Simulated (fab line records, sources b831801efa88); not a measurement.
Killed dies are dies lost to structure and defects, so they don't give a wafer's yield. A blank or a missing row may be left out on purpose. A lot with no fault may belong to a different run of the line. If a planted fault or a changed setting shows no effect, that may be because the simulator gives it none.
fab line records + flow sky130
record:
- lots: 6
- wafers: 18
- last_day: 50
route steps=708 shown LOCAL_INTERCONNECT@388 PAD_OPEN@708
lots that met no fault: taken from a fault-free run of the same line
start_h: the number of hours between the record's first day and the start of the first shown wafer of the lot + wait_h: hours since the lot's step before + " same as the row above + L1.1+2: a row that stands for several wafers + - either no value or no given start + * or withheld: withheld + < > ~ a bound
route shown NAME@n: NAME is a module with steps in the file, n the number in the route of the first one + usual: the fault-free wafers' mean and standard deviation + same: alike in all rows + chamber/n: place in a boat + sites: readings site by site + _std_site: standard deviation across them + _edge_site: mean of outer sites minus mean of inner sites + radius_mm: for every site, how far away it sits from the centre of the wafer + mask NAME#n: copy n + behind: the last tool/chamber to shape the wafer + hold: what put the lot on hold/how long, in hours/how the hold closed + device: transistor that didn't switch, given as n, p or np + end of line: the route-end tests of the same wafers + a step with no rows: only its recipe + killed: at the first sort, the dies lost to defects and structure; wafer yield is something else + map: per-die view of a wafer (x killed, . not killed, _ where there is no die)
set.NAME: the setting the step ran with; set.NAME@STEP: the setting that earlier step ran with + model.NAME: the simulator's own value behind a step, which no gauge read
lots at some steps of the route; a table a step, a row a wafer
services: when a tool's chamber went out of use (start_h, in hours from the record's first day, below 0 if earlier), for how many hours, and the reason
== steps ==
step: SKY_LOCAL_INTERCONNECT_RS_MEAS_01
recipe:
- thk_meas_gauge: four-point-probe
- reads: TiN_of_LOCAL_INTERCONNECT_SPUTTER_00
usual:
- LOCAL_INTERCONNECT_TIN_RS: 14.10/0.2
| lot.wafer | tool          | chamber | start_h | wait_h | LOCAL_INTERCONNECT_TIN_RS[ohm/sq] |
|-----------|---------------|---------|---------|--------|-----------------------------------|
| L608.1    | film_metro-01 | -       | 675.85  | 0.0    | 13.88                             |
| L608.4    | "             | -       | "       | "      | 13.78                             |
| L608.5    | "             | -       | "       | "      | 13.75                             |
| L609.1    | film_metro-02 | -       | 686.53  | 0.0    | 14.09                             |
| L609.2    | "             | -       | "       | "      | 14.15                             |
| L609.4    | "             | -       | "       | "      | 14.48                             |
| L619.1    | film_metro-04 | -       | 775.11  | 0.0    | 14.26                             |
| L619.4    | "             | -       | "       | "      | 14.09                             |
| L619.6    | "             | -       | "       | "      | 14.08                             |
| L620.1    | film_metro-04 | -       | 780.63  | 0.0    | 13.93                             |
| L620.2    | "             | -       | "       | "      | 14.06                             |
| L620.5    | "             | -       | "       | "      | 13.77                             |
| L624.3    | film_metro-04 | -       | 810.78  | 0.1    | 14.23                             |
| L624.4    | "             | -       | "       | "      | 14.26                             |
| L624.6    | "             | -       | "       | "      | 14.02                             |
| L630.1    | film_metro-04 | -       | 855.49  | 0.0    | 14.28                             |
| L630.5    | "             | -       | "       | "      | 14.34                             |
| L630.6    | "             | -       | "       | "      | 14.34                             |
step: SKY_LOCAL_INTERCONNECT_THK_MEAS_02
recipe:
- thk_meas_gauge: xrf
- reads: TiN_of_LOCAL_INTERCONNECT_SPUTTER_00
usual:
- LOCAL_INTERCONNECT_TIN_THK: 100.3/1.4
| lot.wafer | tool          | chamber | start_h | wait_h | LOCAL_INTERCONNECT_TIN_THK[nm] |
|-----------|---------------|---------|---------|--------|--------------------------------|
| L608.1    | film_metro-01 | -       | 675.97  | 0.1    | 101.1                          |
| L608.4    | "             | -       | "       | "      | 102.0                          |
| L608.5    | "             | -       | "       | "      | 102.1                          |
| L609.1    | film_metro-02 | -       | 686.65  | 0.1    | 100.1                          |
| L609.2    | "             | -       | "       | "      | 99.9                           |
| L609.4    | "             | -       | "       | "      | 98.0                           |
| L619.1    | film_metro-04 | -       | 775.23  | 0.1    | 99.3                           |
| L619.4    | "             | -       | "       | "      | 100.5                          |
| L619.6    | "             | -       | "       | "      | 100.7                          |
| L620.1    | film_metro-04 | -       | 780.75  | 0.1    | 101.4                          |
| L620.2    | "             | -       | "       | "      | 100.3                          |
| L620.5    | "             | -       | "       | "      | 102.4                          |
| L624.3    | film_metro-04 | -       | 810.88  | 0.1    | 100.3                          |
| L624.4    | "             | -       | "       | "      | 99.9                           |
| L624.6    | "             | -       | "       | "      | 101.3                          |
| L630.1    | film_metro-04 | -       | 855.61  | 0.1    | 99.4                           |
| L630.5    | "             | -       | "       | "      | 98.8                           |
| L630.6    | "             | -       | "       | "      | 98.8                           |
step: SKY_LOCAL_INTERCONNECT_DEHYDRATE_03
recipe:
- temp_c: 200
- time_s: 60
step: SKY_LOCAL_INTERCONNECT_HMDS_04
recipe:
- prime_time_s: 60
- prime_temp_c: 120
step: SKY_LOCAL_INTERCONNECT_COAT_05
recipe:
- resist: BARC
- temp_c: withheld
- time_s: withheld
- spin_rpm: 3000
- resist_thk_nm: 61.05
step: SKY_LOCAL_INTERCONNECT_COAT_06
recipe:
- resist: KrF-thick
- spin_rpm: 3000
- resist_thk_nm: 450
step: SKY_LOCAL_INTERCONNECT_SOFTBAKE_07
recipe:
- temp_c: 100
- time_s: 90
- resist: KrF-thick
step: SKY_LOCAL_INTERCONNECT_EXPOSE_08
recipe:
- mask_id: LI1M
- na: 0.8
- source_shape: annular
- sigma_inner: 0.55
- sigma_outer: 0.85
- target_cd_nm: 170
- dose_mj: 28
step: SKY_LOCAL_INTERCONNECT_PEB_09
recipe:
- peb_temp_c: withheld
- peb_time_s: withheld
- resist: KrF-thick
step: SKY_LOCAL_INTERCONNECT_DEVELOP_10
recipe:
- develop_time_s: 60
- resist: KrF-thick
- dev_temp_c: 21
step: SKY_LOCAL_INTERCONNECT_CD_MEAS_11
recipe:
- target_cd_nm: 170
usual:
- cd_nm: 169.7/1.6
| lot.wafer | tool      | chamber | start_h | wait_h | cd_nm |
|-----------|-----------|---------|---------|--------|-------|
| L608.1    | cd_sem-02 | -       | 704.96  | -      | 168.8 |
| L608.4    | "         | -       | "       | "      | 170.2 |
| L608.5    | "         | -       | "       | "      | 169.6 |
| L609.1    | cd_sem-02 | -       | 715.12  | -      | 169.2 |
| L609.2    | "         | -       | "       | "      | 169.9 |
| L609.4    | "         | -       | "       | "      | 167.9 |
| L619.1    | cd_sem-02 | -       | 802.56  | -      | 169.8 |
| L619.4    | "         | -       | "       | "      | 171.0 |
| L619.6    | "         | -       | "       | "      | 168.5 |
| L620.1    | cd_sem-02 | -       | 807.61  | -      | 169.2 |
| L620.2    | "         | -       | "       | "      | 168.7 |
| L620.5    | "         | -       | "       | "      | 168.4 |
| L624.3    | cd_sem-01 | -       | 836.80  | -      | 174.0 |
| L624.4    | "         | -       | "       | "      | 173.9 |
| L624.6    | "         | -       | "       | "      | 173.8 |
| L630.1    | cd_sem-01 | -       | 881.71  | -      | 169.3 |
| L630.5    | "         | -       | "       | "      | 171.0 |
| L630.6    | "         | -       | "       | "      | 170.2 |
step: SKY_LOCAL_INTERCONNECT_OVL_MEAS_12
usual:
- LOCAL_INTERCONNECT_OVL: -4/5.4
| lot.wafer | tool       | chamber | start_h | wait_h | LOCAL_INTERCONNECT_OVL[nm] |
|-----------|------------|---------|---------|--------|----------------------------|
| L608.1    | overlay-01 | -       | 705.08  | 0.1    | -6                         |
| L608.4    | "          | -       | "       | "      | -4                         |
| L608.5    | "          | -       | "       | "      | -5                         |
| L609.1    | overlay-01 | -       | 715.24  | 0.1    | -8                         |
| L609.2    | "          | -       | "       | "      | -7                         |
| L609.4    | "          | -       | "       | "      | -2                         |
| L619.1    | overlay-01 | -       | 802.68  | 0.1    | -5                         |
| L619.4    | "          | -       | "       | "      | -3                         |
| L619.6    | "          | -       | "       | "      | -4                         |
| L620.1    | overlay-01 | -       | 807.73  | 0.1    | 1                          |
| L620.2    | "          | -       | "       | "      | 2                          |
| L620.5    | "          | -       | "       | "      | -3                         |
| L624.3    | overlay-02 | -       | 836.89  | 0.1    | -3                         |
| L624.4    | "          | -       | "       | "      | -16                        |
| L624.6    | "          | -       | "       | "      | -8                         |
| L630.1    | overlay-01 | -       | 881.83  | 0.1    | -11                        |
| L630.5    | "          | -       | "       | "      | -9                         |
| L630.6    | "          | -       | "       | "      | -3                         |
step: SKY_LOCAL_INTERCONNECT_ETCH_13
recipe:
- chemistry: N2/H2
- target: BARC
- ion_energy_ev: 200
- bias_w: 100
- pressure_mtorr: 30
- n2_flow_sccm: 100
- h2_flow_sccm: 200
- icp_w: 500
- stop_on: SiO2
- time_s: 45.9
- target_depth_a: 600
usual:
- chamber_pressure_mTorr: 29.999/0.026
- drypump_motor_current_A: 5.57/0.29
- oes_product_au: 0.863/0.005
- throttle_valve_pct: 13.226/0.0089
| lot.wafer | tool         | chamber | start_h | wait_h | chamber_pressure_mTorr | drypump_motor_current_A | oes_product_au | rf_hours_counter_h | throttle_valve_pct |
|-----------|--------------|---------|---------|--------|------------------------|-------------------------|----------------|--------------------|--------------------|
| L608.1    | rie_metal-02 | 0       | 705.12  | 0.0    | 29.998                 | 5.30                    | 0.860          | 3                  | 13.226             |
| L608.4    | "            | 1       | "       | "      | 29.980                 | 5.66                    | 0.863          | -                  | 13.225             |
| L608.5    | "            | 0       | "       | "      | 29.960                 | 5.30                    | 0.864          | -                  | 13.222             |
| L609.1    | rie_metal-02 | 0       | 715.28  | 0.0    | 29.956                 | 5.25                    | 0.858          | 4                  | 13.225             |
| L609.2    | "            | 1       | "       | "      | 29.994                 | 5.63                    | 0.857          | 6                  | 13.209             |
| L609.4    | "            | 1       | "       | "      | 29.985                 | 5.65                    | 0.858          | -                  | 13.218             |
| L619.1    | rie_metal-02 | 0       | 802.71  | 0.0    | 36.066                 | 5.26                    | 0.862          | 6                  | 13.209             |
| L619.4    | "            | 1       | "       | "      | 36.023                 | 5.67                    | 0.860          | -                  | 13.237             |
| L619.6    | "            | 0       | "       | "      | 36.052                 | 5.27                    | 0.867          | -                  | 13.214             |
| L620.1    | rie_metal-02 | 0       | 807.77  | 0.0    | 35.964                 | 5.32                    | 0.864          | 7                  | 13.239             |
| L620.2    | "            | 1       | "       | "      | 35.959                 | 5.69                    | 0.859          | 9                  | 13.243             |
| L620.5    | "            | 1       | "       | "      | 35.987                 | 5.71                    | 0.856          | -                  | 13.235             |
| L624.3    | rie_metal-03 | 0       | 836.94  | 0.0    | 29.978                 | 5.54                    | 0.870          | -                  | 13.229             |
| L624.4    | "            | 1       | "       | "      | 29.974                 | 5.82                    | 0.865          | -                  | 13.219             |
| L624.6    | "            | 1       | "       | "      | 30.012                 | 5.79                    | 0.851          | -                  | 13.228             |
| L630.1    | rie_metal-01 | 1       | 881.87  | 0.0    | 29.991                 | 5.14                    | 0.870          | 12                 | 13.218             |
| L630.5    | "            | 1       | "       | "      | 29.985                 | 5.10                    | 0.860          | -                  | 13.220             |
| L630.6    | "            | 0       | "       | "      | 29.982                 | 6.03                    | 0.862          | -                  | 13.242             |
step: SKY_LOCAL_INTERCONNECT_METAL_ETCH_14
recipe:
- target_depth_nm: 110
- stop_on: PSG
- chemistry: Cl2/BCl3
- target: TiN
- resist_sidewall_deg: 88
- pressure_mtorr: 10
- icp_w: 900
- bias_w: 48.5
- Cl2_flow_sccm: 60
- bcl3_flow_sccm: 30
- time_s: 31.4
usual:
- bcl3_flow_sccm: 30.01/0.076
- chamber_pressure_mTorr: 10.000/0.0087
- drypump_motor_current_A: 5.55/0.29
- oes_product_au: 0.942/0.0085
- throttle_valve_pct: 21.899/0.01
| lot.wafer | tool         | chamber | start_h | wait_h | bcl3_flow_sccm | chamber_pressure_mTorr | drypump_motor_current_A | oes_product_au | rf_hours_counter_h | throttle_valve_pct |
|-----------|--------------|---------|---------|--------|----------------|------------------------|-------------------------|----------------|--------------------|--------------------|
| L608.1    | rie_metal-02 | 0       | 705.18  | 0.0    | 30.04          | 9.991                  | 5.28                    | 0.954          | 3                  | 21.885             |
| L608.4    | "            | 1       | "       | "      | 30.05          | 9.986                  | 5.63                    | 0.956          | -                  | 21.888             |
| L608.5    | "            | 0       | "       | "      | 30.00          | 10.002                 | 5.29                    | 0.951          | -                  | 21.898             |
| L609.1    | rie_metal-02 | 0       | 715.34  | 0.0    | 30.07          | 9.995                  | 5.26                    | 0.944          | 4                  | 21.902             |
| L609.2    | "            | 1       | "       | "      | 30.06          | 10.001                 | 5.65                    | 0.948          | 6                  | 21.889             |
| L609.4    | "            | 1       | "       | "      | 30.04          | 9.995                  | 5.66                    | 0.916          | -                  | 21.903             |
| L619.1    | rie_metal-02 | 0       | 802.78  | 0.0    | 29.94          | 9.991                  | 5.27                    | 0.932          | 6                  | 21.902             |
| L619.4    | "            | 1       | "       | "      | 29.79          | 10.009                 | 5.62                    | 0.943          | -                  | 21.903             |
| L619.6    | "            | 0       | "       | "      | 30.07          | 9.996                  | 5.25                    | 0.946          | -                  | 21.904             |
| L620.1    | rie_metal-02 | 0       | 807.83  | 0.0    | 29.94          | 10.001                 | 5.25                    | 0.945          | 7                  | 21.886             |
| L620.2    | "            | 1       | "       | "      | 30.01          | 10.008                 | 5.67                    | 0.948          | 9                  | 21.915             |
| L620.5    | "            | 1       | "       | "      | 30.08          | 9.999                  | 5.66                    | 0.952          | -                  | 21.901             |
| L624.3    | rie_metal-03 | 0       | 837.00  | 0.0    | 29.97          | 9.997                  | 5.61                    | 0.941          | -                  | 21.905             |
| L624.4    | "            | 1       | "       | "      | 30.03          | 10.007                 | 5.82                    | 0.938          | -                  | 21.908             |
| L624.6    | "            | 1       | "       | "      | 30.07          | 10.002                 | 5.83                    | 0.945          | -                  | 21.889             |
| L630.1    | rie_metal-01 | 1       | 881.93  | 0.0    | 29.92          | 10.004                 | 5.12                    | 0.933          | 12                 | 21.901             |
| L630.5    | "            | 1       | "       | "      | 29.98          | 9.984                  | 5.12                    | 0.931          | -                  | 21.903             |
| L630.6    | "            | 0       | "       | "      | 30.16          | 10.001                 | 6.02                    | 0.938          | -                  | 21.913             |
step: SKY_PAD_OPEN_PROBE_99
usual:
- killed_at_M0_to_M3: 43/7
- killed_at_M4_up: 3.0/1.9
- killed_at_contacts: 24/4.6
- killed_at_front_end: 15/4.1
- killed_at_other: 0.3/0.52
- killed_dies: 84/9.7
- killed_open: 46/6.9
- killed_short: 38/6.8
same:
- gross_dies: 492
- killed_at_back_side: 0
| lot.wafer | tool      | chamber | start_h | wait_h | killed_at_M0_to_M3 | killed_at_M4_up | killed_at_contacts | killed_at_front_end | killed_at_other | killed_dies | killed_open | killed_short |
|-----------|-----------|---------|---------|--------|--------------------|-----------------|--------------------|---------------------|-----------------|-------------|-------------|--------------|
| L619.1    | prober-02 | -       | 1145.68 | 0.1    | 43                 | 2               | 26                 | 13                  | 2               | 86          | 40          | 44           |
| L619.4    | prober-02 | -       | 1145.83 | 0.2    | 50                 | 5               | 28                 | 20                  | 2               | 105         | 50          | 51           |
| L619.6    | prober-02 | -       | 1145.93 | 0.2    | 43                 | 1               | 24                 | 19                  | 1               | 88          | 53          | 34           |
| L620.1    | prober-01 | -       | 1150.93 | 0.1    | 41                 | 9               | 26                 | 11                  | 1               | 88          | 41          | 46           |
| L620.2    | prober-01 | -       | 1150.98 | 0.1    | 50                 | 5               | 33                 | 12                  | 0               | 100         | 46          | 54           |
| L620.5    | prober-01 | -       | 1151.13 | 0.2    | 46                 | 2               | 24                 | 17                  | 1               | 90          | 44          | 45           |
| L624.3    | prober-01 | -       | 1169.38 | 0.2    | 39                 | 4               | 21                 | 19                  | 1               | 84          | 45          | 39           |
| L624.4    | prober-01 | -       | 1169.43 | 0.2    | 37                 | 2               | 30                 | 9                   | 0               | 78          | 42          | 36           |
| L624.6    | prober-01 | -       | 1169.53 | 0.2    | 41                 | 1               | 23                 | 12                  | 0               | 77          | 45          | 31           |
| L630.1    | prober-01 | -       | 1197.08 | 0.1    | 56                 | 5               | 16                 | 11                  | 0               | 88          | 38          | 50           |
| L630.5    | prober-01 | -       | 1197.28 | 0.2    | 54                 | 2               | 25                 | 21                  | 1               | 103         | 61          | 42           |
| L630.6    | prober-01 | -       | 1197.33 | 0.2    | 41                 | 8               | 22                 | 24                  | 0               | 95          | 38          | 57           |
killed by level:class
L619.1 VIA2:geometric_particle:open=8 LI_CONTACT:geometric_particle:open=7 VIA1:geometric_particle:short=7 VIA1:geometric_particle:open=7 CONTACT:geometric_particle:open=6 METAL2:geometric_particle:short=6 POLY_GATE:geometric_particle:short=5 LOCAL_INTERCONNECT:geometric_particle:short=4
L619.4 VIA1:geometric_particle:open=12 LOCAL_INTERCONNECT:geometric_particle:short=9 METAL1:geometric_particle:short=9 VIA3:geometric_particle:open=8 CONTACT:geometric_particle:open=6 POLY_GATE:geometric_particle:short=5 VIA2:geometric_particle:open=5 METAL2:geometric_particle:short=5
L619.6 CONTACT:geometric_particle:open=10 VIA1:geometric_particle:open=10 FIELD_ISO:geometric_particle:open=8 METAL2:geometric_particle:short=6 LI_CONTACT:geometric_particle:open=5 LOCAL_INTERCONNECT:geometric_particle:short=5 VIA2:geometric_particle:open=5 VIA3:geometric_particle:open=5
L620.1 VIA1:geometric_particle:open=11 METAL2:geometric_particle:short=8 METAL4:geometric_particle:short=7 LOCAL_INTERCONNECT:geometric_particle:short=7 CONTACT:geometric_particle:short=7 LI_CONTACT:geometric_particle:open=5 CONTACT:geometric_particle:open=5 VIA3:geometric_particle:open=5
L620.2 METAL2:geometric_particle:short=9 CONTACT:geometric_particle:short=9 VIA2:geometric_particle:open=8 VIA1:geometric_particle:open=8 LI_CONTACT:geometric_particle:open=7 CONTACT:geometric_particle:open=7 VIA3:geometric_particle:open=7 LOCAL_INTERCONNECT:geometric_particle:short=6
L620.5 VIA1:geometric_particle:short=15 LI_CONTACT:geometric_particle:open=10 VIA2:geometric_particle:open=8 VIA1:geometric_particle:open=7 FIELD_ISO:geometric_particle:open=6 METAL2:geometric_particle:short=6 CONTACT:geometric_particle:open=5 POLY_GATE:geometric_particle:short=4
L624.3 VIA1:geometric_particle:open=11 CONTACT:geometric_particle:open=7 FIELD_ISO:geometric_particle:short=6 LOCAL_INTERCONNECT:geometric_particle:short=5 METAL1:geometric_particle:open=5 VIA3:geometric_particle:open=5 FIELD_ISO:geometric_particle:open=4 CONTACT:geometric_particle:short=4
L624.4 CONTACT:geometric_particle:open=13 CONTACT:geometric_particle:short=7 VIA1:geometric_particle:open=7 VIA3:geometric_particle:open=7 LOCAL_INTERCONNECT:geometric_particle:short=6 METAL1:geometric_particle:short=4 VIA2:geometric_particle:open=4 LI_CONTACT:geometric_particle:open=3
L624.6 CONTACT:geometric_particle:open=10 VIA1:geometric_particle:open=9 VIA3:geometric_particle:open=6 METAL1:geometric_particle:short=6 LI_CONTACT:geometric_particle:open=5 METAL2:geometric_particle:short=5 POLY_GATE:geometric_particle:short=4 CONTACT:geometric_particle:short=4
L630.1 METAL2:geometric_particle:short=11 VIA1:geometric_particle:short=10 VIA2:geometric_particle:open=10 VIA1:geometric_particle:open=8 CONTACT:geometric_particle:open=5 FIELD_ISO:geometric_particle:short=4 LOCAL_INTERCONNECT:geometric_particle:short=4 VIA2:geometric_particle:short=4
L630.5 CONTACT:geometric_particle:open=11 VIA1:geometric_particle:open=11 VIA3:geometric_particle:open=10 METAL2:geometric_particle:short=8 LI_CONTACT:geometric_particle:open=6 VIA1:geometric_particle:short=6 METAL1:geometric_particle:short=6 POLY_GATE:geometric_particle:open=5
L630.6 METAL1:geometric_particle:short=8 FIELD_ISO:geometric_particle:short=7 POLY_GATE:geometric_particle:short=7 METAL4:geometric_particle:short=7 METAL2:geometric_particle:short=6 CONTACT:geometric_particle:open=6 VIA1:geometric_particle:short=6 VIA1:geometric_particle:open=6
== services ==
| tool         | chamber | start_h | hours | kind   |
|--------------|---------|---------|-------|--------|
| rie_metal-03 | 1       | 715.89  | 2.1   | repair |
| rie_metal-02 | 0       | 777.54  | 8.8   | repair |
| rie_metal-01 | 1       | 797.14  | 1.2   | repair |
| rie_metal-01 | 1       | 839.05  | 4.0   | repair |
| rie_metal-03 | -       | 855.62  | 1.4   | pm     |
| rie_metal-02 | -       | 874.87  | 1.5   | repair |
| rie_metal-02 | 1       | 876.18  | 1.9   | repair |
== key ==
first_sign:
- step: SKY_LOCAL_INTERCONNECT_ETCH_13
- reading: chamber_pressure_mTorr
- direction: up
- sigmas: 99+
- usual: 29.999
- struck: 36.008
effect none on later readings
met_at SKY_LOCAL_INTERCONNECT_ETCH_13
struck_wafers L619.1,L619.4,L619.6,L620.1,L620.2,L620.5
tester_left_out L619,L620
onset_between 715.28 802.71
fault:
- kind: process_parameter_drift
- tool: rie_metal-02
- chamber: -
- onset_h: 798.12
- steps: SKY_LOCAL_INTERCONNECT_ETCH_13
- channel: pressure_mtorr
- offset: 6
- shape: step
- end_h: 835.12
- acts_in: these_recipes_only
- stated: 30
tester_left_out: of these lots the tester's yield and bins aren't shown, on N5 and GAA mostly nor the transistor test; their killed dies are dies lost to structure and defects alone, not to doping, threshold or leakage, so they don't give the yield
